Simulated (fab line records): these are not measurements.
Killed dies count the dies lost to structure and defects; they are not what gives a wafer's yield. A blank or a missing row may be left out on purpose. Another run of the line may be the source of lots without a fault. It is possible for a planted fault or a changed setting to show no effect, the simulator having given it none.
Which tool was responsible?    flow gf180mcu    route of 602 steps, sampled at 1 step: 12 lots, 36 wafers

== WHAT THE GAUGES READ, wafer by wafer ==
GF_V1_THK_MEAS_01.
lot   measured      on             V1_CVD_00_THK (nm)
L075  day 17 19:22  film metro-02  598 587 598
L077  day 18 07:14  film metro-02  594 588 587
L079  day 19 03:44  film metro-01  602 593 595
L081  day 19 23:24  film metro-03  587 591 595
L083  day 20 10:49  film metro-01  599 591 595
L085  day 21 05:53  film metro-01  600 604 592
L087  day 22 01:06  film metro-01  593 595 598
L089  day 22 22:46  film metro-02  597 606 598
L091  day 23 11:57  film metro-01  600 604 596
L093  day 24 03:09  film metro-01  589 595 595
L095  day 24 14:35  film metro-01  599 595 603
L097  day 25 11:49  film metro-01  611 603 595

== TOOL THAT RAN EACH LOT (tool first, then ch and the chambers of the sampled wafers, then the start) ==
The record shows no process step preceding these readings.

== THE ANSWER, worked out from the rows above alone ==
Rule: the lots themselves supply what counts as usual. The widest of any qualifying gaps counts: lots, ordered by their means at a reading, are off when they make up no more than a third of the lots, leave a main group of 4 or more, and stand apart from it by 3 or more times the standard deviation of that group's means. A main group is skipped when, at the precision printed for the reading in the tables above, its means are all equal. A lot without any number at a reading at which 4 lots or more have one is off too. Where the step has rows for the other lots, those lots are counted as sound.
No lot is off on any of the readings shown, so nothing can be concluded from this.

== WHAT HAD BEEN PUT IN BY THE SIMULATOR ==
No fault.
